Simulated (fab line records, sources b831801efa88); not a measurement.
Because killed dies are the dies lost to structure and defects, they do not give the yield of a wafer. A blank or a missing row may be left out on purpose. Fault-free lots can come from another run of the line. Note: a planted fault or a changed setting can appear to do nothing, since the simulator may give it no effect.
fab line records	flow sfq-line
record: lots: 16	wafers: 48	last-day: 85
route steps=325 shown M3@131 I3@146 JJ@188 A5B@210
lots that met no fault: from a run of the same line without faults
start-h: start of the lot's first displayed wafer, in hours after the record's first day	wait-h: how many hours have passed since the lot's step before this one	" as in the row above	L1.1+2: a row that stands for several wafers	- value missing, or start not given	* or withheld: withheld	< > ~ a bound
route shown NAME@n: names a module that has steps shown in the file, with the first one's number in the route	usual: mean and standard deviation over wafers with no fault	same: alike in all rows	chamber/n: place in a boat	sites: per-site readings	_std_site: the values' standard deviation	_edge_site: mean of outer sites minus mean of inner sites	radius-mm: for every site, how far away it sits from the centre of the wafer	mask NAME#n: copy n	behind: tool/chamber where the wafer was last shaped	hold: the reason the lot was held/the length of the hold in hours/how it ended	device: whichever transistor did not switch (one of n, p or np)	end of line: tests of these same wafers at the route's end	where a step has no rows: the recipe by itself	killed: the dies lost at the first sort to structure and to defects; this is not the yield of the wafer	map: a wafer's dies, marking killed ones x, the rest . and places with no die _
set.NAME: the setting that was run; set.NAME@STEP: the one run at that earlier step	model.NAME: the simulator's own value behind a step, which no gauge read
a sample of lots followed through the steps of the route, with each step as a table and each wafer as a row
services: a tool's chamber out of use, with start hour (start-h, from the record's first day; less than 0 if before it), hours out, and reason
== steps ==
step: SFQ_TRILAYER_M3_STRIP_STRIP_079
recipe: gas: O2	power-w: 200	platen-temp-c: 40.75	overash-fraction: 0.65	chemistry: O2	pressure-mtorr: 50
usual: drypump-motor-current-A: 5.7/0.45	oes-product-au: 0.997/0.0084
lot.wafer	tool	chamber	start-h	wait-h	drypump-motor-current-A	oes-product-au	rf-hours-counter-h
L301.2	rie-metal-04	1	1025.61	0.1	5.5	1.007	49
L301.3	"	0	"	"	5.8	0.993	-
L301.4	"	1	"	"	5.5	0.997	-
L302.3	rie-metal-03	1	1027.01	0.2	6.0	1.002	-
L302.5	"	0	"	"	5.1	1.009	-
L302.6	"	1	"	"	5.9	1.002	-
L303.2	rie-metal-02	0	1038.81	0.1	6.7	0.994	104
L303.3	"	1	"	"	5.4	0.999	-
L303.5	"	0	"	"	6.7	0.997	-
L304.2	rie-metal-04	1	1073.88	0.1	5.5	0.996	57
L304.4	"	1	"	"	5.5	0.995	-
L304.6	"	0	"	"	5.8	1.001	-
L305.4	rie-metal-02	1	1075.41	0.3	5.4	1.010	-
L305.5	"	0	"	"	6.7	0.989	-
L305.6	"	1	"	"	5.4	0.992	-
L306.2	rie-metal-03	0	1076.66	0.4	5.1	1.011	-
L306.3	"	0	"	"	5.1	0.998	-
L306.6	"	0	"	"	5.1	1.000	-
L307.1	rie-metal-04	1	1077.48	0.1	5.5	0.999	57
L307.2	"	0	"	"	5.8	1.001	81
L307.5	"	0	"	"	5.8	0.985	-
L308.1	rie-metal-02	0	1087.08	0.1	6.7	0.990	111
L308.3	"	1	"	"	5.4	0.983	-
L308.4	"	0	"	"	6.7	0.982	-
L309.2	rie-metal-04	0	1100.28	0.1	5.8	0.998	85
L309.4	"	0	"	"	5.8	1.004	-
L309.6	"	0	"	"	5.8	0.997	-
L310.3	rie-metal-04	0	1114.37	0.2	5.8	0.998	-
L310.4	"	1	"	"	5.5	0.995	-
L310.5	"	0	"	"	5.8	0.994	-
L313.1	rie-metal-04	1	1139.06	0.1	5.5	1.003	67
L313.2	"	0	"	"	5.8	0.991	91
L313.6	"	1	"	"	5.5	0.999	-
L318.4	rie-metal-02	0	1151.26	0.2	6.7	0.974	-
L318.5	"	0	"	"	6.7	0.980	-
L318.6	"	1	"	"	5.4	0.992	-
L319.1	rie-metal-02	1	1158.26	0.1	5.4	0.991	114
L319.2	"	0	"	"	6.7	0.988	121
L319.6	"	0	"	"	6.7	0.994	-
L321.1	rie-metal-02	0	1162.04	0.1	6.7	0.992	122
L321.2	"	1	"	"	5.4	1.002	114
L321.3	"	1	"	"	5.4	0.990	-
L322.4	rie-metal-04	1	1163.44	0.2	5.5	0.987	-
L322.5	"	1	"	"	5.5	0.994	-
L322.6	"	0	"	"	5.8	1.003	-
L323.1	rie-metal-03	0	1166.84	0.1	5.1	1.018	50
L323.5	"	0	"	"	5.1	1.018	-
L323.6	"	1	"	"	5.9	0.998	-
step: SFQ_TRILAYER_I3_VIA_STRIP_STRIP_089
recipe: gas: O2	power-w: 200	platen-temp-c: 40	overash-fraction: 0.65	chemistry: O2	pressure-mtorr: 50
usual: drypump-motor-current-A: 5.8/0.35	oes-product-au: 0.997/0.0073
lot.wafer	tool	chamber	start-h	wait-h	drypump-motor-current-A	oes-product-au	rf-hours-counter-h
L301.2	rie-metal-04	1	1033.22	-	5.5	1.001	51
L301.3	"	1	"	"	5.5	0.994	-
L301.4	"	0	"	"	5.8	0.982	-
L302.3	rie-metal-03	0	1036.42	-	5.2	0.993	-
L302.5	"	0	"	"	5.1	0.992	-
L302.6	"	1	"	"	6.0	1.002	-
L303.2	rie-metal-01	1	1058.04	-	6.2	0.998	27
L303.3	"	0	"	"	5.9	0.996	-
L303.5	"	1	"	"	6.2	1.007	-
L304.2	rie-metal-04	0	1221.86	-	5.8	0.981	106
L304.4	"	1	"	"	5.5	0.993	-
L304.6	"	0	"	"	5.8	0.993	-
L305.4	rie-metal-03	1	1223.26	-	5.9	1.003	-
L305.5	"	0	"	"	5.2	1.007	-
L305.6	"	1	"	"	6.0	1.002	-
L306.2	rie-metal-01	0	1224.26	-	5.9	0.994	129
L306.3	"	1	"	"	6.2	0.994	-
L306.6	"	0	"	"	5.9	0.989	-
L307.1	rie-metal-04	0	1225.46	-	5.8	0.994	106
L307.2	"	1	"	"	5.5	0.991	82
L307.5	"	0	"	"	5.8	0.989	-
L308.1	rie-metal-01	0	1229.07	-	6.0	0.997	130
L308.3	"	1	"	"	6.2	0.996	-
L308.4	"	0	"	"	6.0	0.981	-
L309.2	rie-metal-04	0	1237.47	-	5.8	1.001	108
L309.4	"	1	"	"	5.5	1.004	-
L309.6	"	0	"	"	5.8	1.000	-
L310.3	rie-metal-01	1	1249.67	-	6.2	1.002	-
L310.4	"	0	"	"	5.9	0.983	-
L310.5	"	1	"	"	6.2	0.993	-
L313.1	rie-metal-03	0	1267.47	-	5.1	1.002	64
L313.2	"	1	"	"	6.0	0.991	25
L313.6	"	0	"	"	5.1	1.002	-
L318.4	rie-metal-03	1	1289.46	-	5.9	0.997	-
L318.5	"	1	"	"	6.0	1.007	-
L318.6	"	1	"	"	6.0	1.009	-
L319.1	rie-metal-03	1	1293.58	-	6.0	0.994	30
L319.2	"	1	"	"	6.0	1.006	-
L319.6	"	1	"	"	5.9	1.000	-
L321.1	rie-metal-04	0	1297.18	-	5.8	1.001	119
L321.2	"	1	"	"	5.5	0.995	94
L321.3	"	0	"	"	5.8	0.989	-
L322.4	rie-metal-01	1	1299.78	-	6.2	0.976	-
L322.5	"	1	"	"	6.2	1.002	-
L322.6	"	0	"	"	5.9	0.994	-
L323.1	rie-metal-03	0	1304.38	-	5.1	1.002	67
L323.5	"	0	"	"	5.1	1.003	-
L323.6	"	1	"	"	6.0	0.988	-
step: SFQ_TRILAYER_JJ_CE_LITHO_EXPOSE_115
recipe: mask-id: J5	na: 0.6	source-shape: conventional	sigma-outer: 0.65	target-cd-nm: 700	dose-mj: 14.4
usual: exposure-dose-mJ-cm2: 14.401/0.014
same: sigma-outer: 0.65
lot.wafer	tool	chamber	start-h	wait-h	mask	exposure-dose-mJ-cm2
L301.2	krf-scanner-01	0	1194.91	-	J5#0	14.415
L301.3	"	0	"	"	J5#0	14.416
L301.4	"	0	"	"	J5#0	14.422
L302.3	krf-scanner-01	0	1198.71	-	J5#0	14.408
L302.5	"	0	"	"	J5#0	14.396
L302.6	"	0	"	"	J5#0	14.395
L303.2	krf-scanner-01	0	1199.71	-	J5#0	14.417
L303.3	"	0	"	"	J5#0	14.389
L303.5	"	0	"	"	J5#0	14.410
L304.2	krf-scanner-02	0	1247.74	-	J5#0	14.397
L304.4	"	0	"	"	J5#0	14.408
L304.6	"	0	"	"	J5#0	14.382
L305.4	krf-scanner-02	0	1249.34	-	J5#0	14.417
L305.5	"	0	"	"	J5#0	14.423
L305.6	"	0	"	"	J5#0	14.418
L306.2	krf-scanner-02	0	1250.14	-	J5#0	14.402
L306.3	"	0	"	"	J5#0	14.401
L306.6	"	0	"	"	J5#0	14.388
L307.1	krf-scanner-02	0	1251.14	-	J5#0	14.686
L307.2	"	0	"	"	J5#0	14.675
L307.5	"	0	"	"	J5#0	14.674
L308.1	krf-scanner-02	0	1253.54	-	J5#0	14.673
L308.3	"	0	"	"	J5#0	14.651
L308.4	"	0	"	"	J5#0	14.677
L309.2	krf-scanner-02	0	1259.54	-	J5#0	14.670
L309.4	"	0	"	"	J5#0	14.696
L309.6	"	0	"	"	J5#0	14.677
L310.3	krf-scanner-02	0	1271.89	-	J5#0	14.661
L310.4	"	0	"	"	J5#0	14.647
L310.5	"	0	"	"	J5#0	14.664
L313.1	krf-scanner-01	0	1285.67	-	J5#0	14.419
L313.2	"	0	"	"	J5#0	14.414
L313.6	"	0	"	"	J5#0	14.401
L318.4	krf-scanner-01	0	1306.20	-	J5#0	14.412
L318.5	"	0	"	"	J5#0	14.414
L318.6	"	0	"	"	J5#0	14.407
L319.1	krf-scanner-01	0	1317.99	-	J5#0	14.408
L319.2	"	0	"	"	J5#0	14.431
L319.6	"	0	"	"	J5#0	14.419
L321.1	krf-scanner-01	0	1329.99	-	J5#0	14.395
L321.2	"	0	"	"	J5#0	14.410
L321.3	"	0	"	"	J5#0	14.378
L322.4	krf-scanner-01	0	1331.79	-	J5#0	14.417
L322.5	"	0	"	"	J5#0	14.395
L322.6	"	0	"	"	J5#0	14.412
L323.1	krf-scanner-01	0	1334.79	-	J5#0	14.413
L323.5	"	0	"	"	J5#0	14.406
L323.6	"	0	"	"	J5#0	14.393
step: SFQ_TRILAYER_A5B_CMP_CMP_130
recipe: stop-on: Nb	down-force-psi: 3.144	platen-rpm: 60	target-thk-nm: 340.7
usual: motor-current-A: 10.3/0.72
lot.wafer	tool	chamber	start-h	wait-h	motor-current-A
L301.2	cmp-01	0	1217.28	11.4	11.1
L301.3	"	1	"	"	10.6
L301.4	"	2	"	"	11.2
L302.3	cmp-02	2	1220.01	13.0	9.2
L302.5	"	0	1221.01	13.9	10.5
L302.6	"	1	"	"	9.9
L303.3	cmp-01	0	1223.78	5.1	11.2
L303.2	"	2	1224.78	6.1	11.2
L303.5	"	0	1225.78	7.1	11.2
L304.2	cmp-02	0	1378.42	0.5	10.8
L304.4	"	2	1379.42	1.5	9.0
L304.6	"	3	"	"	11.4
L305.4	cmp-01	2	1380.85	1.7	11.0
L305.5	"	3	"	"	10.6
L305.6	"	0	"	"	11.1
L306.2	cmp-02	2	1383.22	0.5	8.8
L306.3	"	0	1384.22	1.5	10.0
L306.6	"	2	1385.22	2.5	9.2
L307.2	cmp-01	1	1386.32	0.0	10.6
L307.1	"	3	1387.32	1.0	9.9
L307.5	"	2	1388.82	2.5	10.1
L308.4	cmp-01	2	1389.32	0.6	10.9
L308.1	"	0	1390.32	1.6	11.1
L308.3	"	1	"	"	10.4
L309.2	cmp-01	2	1395.90	1.0	10.7
L309.4	"	3	"	"	9.5
L309.6	"	0	"	"	11.4
L310.4	cmp-01	2	1399.70	0.0	10.8
L310.3	"	0	1400.70	1.0	11.1
L310.5	"	3	1402.20	2.5	10.6
L313.1	cmp-01	3	1412.82	1.0	10.0
L313.2	"	0	"	"	11.0
L313.6	"	2	1414.32	2.5	10.5
L318.4	cmp-02	2	1428.06	1.6	9.5
L318.6	"	3	"	"	10.5
L318.5	"	0	"	"	10.6
L319.1	cmp-02	1	1439.56	4.0	9.4
L319.2	"	2	"	"	9.5
L319.6	"	1	1441.56	5.9	9.8
L321.3	cmp-02	2	1451.02	5.7	9.4
L321.1	"	3	"	"	11.1
L321.2	"	1	1452.52	7.2	9.4
L322.4	cmp-02	0	1458.02	10.2	9.9
L322.5	"	2	1459.02	11.2	8.9
L322.6	"	3	"	"	10.5
L323.1	cmp-02	2	1461.02	10.0	8.6
L323.5	"	0	1462.02	11.0	9.8
L323.6	"	1	"	"	9.7
== services ==
tool	chamber	start-h	hours	kind
rie-metal-03	1	1017.44	1.6	repair
krf-scanner-01	-	1022.56	1.0	pm
krf-scanner-01	-	1047.85	1.3	pm
krf-scanner-01	-	1060.92	0.3	repair
krf-scanner-01	-	1103.36	0.8	pm
krf-scanner-01	-	1110.48	1.3	repair
krf-scanner-01	-	1133.70	4.0	pm
krf-scanner-01	-	1174.72	11.6	pm
rie-metal-03	-	1186.53	2.8	pm
krf-scanner-01	-	1187.20	0.5	repair
krf-scanner-01	-	1191.31	1.0	pm
rie-metal-04	-	1200.38	0.2	repair
krf-scanner-01	-	1223.68	1.3	pm
rie-metal-03	-	1249.23	1.4	pm
krf-scanner-01	-	1271.78	0.8	pm
rie-metal-03	0	1285.36	17.0	repair
rie-metal-03	1	1295.89	2.4	repair
krf-scanner-01	-	1312.00	2.4	repair
rie-metal-03	-	1315.40	0.2	repair
rie-metal-04	-	1351.83	2.8	pm
krf-scanner-01	-	1359.99	4.4	pm
krf-scanner-01	-	1364.37	1.0	pm
krf-scanner-01	-	1378.02	11.8	repair
krf-scanner-01	-	1396.06	0.2	repair
== key ==
first-sign: step: SFQ_TRILAYER_JJ_CE_LITHO_EXPOSE_115	reading: exposure-dose-mJ-cm2	direction: up	sigmas: 20	usual: 14.401	struck: 14.671
effect none on later readings
met-at SFQ_TRILAYER_JJ_CE_LITHO_EXPOSE_115
struck-lots L307,L308,L309,L310
not-acting-at SFQ_TRILAYER_M3_STRIP_STRIP_079,SFQ_TRILAYER_I3_VIA_STRIP_STRIP_089,SFQ_TRILAYER_A5B_CMP_CMP_130
fault: kind: process-parameter-drift	tool: krf-scanner-02	chamber: -	onset-h: 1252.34	steps: SFQ_TRILAYER_JJ_CE_LITHO_EXPOSE_115	channel: dose-mj	offset: 0.26699	shape: step	acts-in: these-recipes-only	stated: 14.4
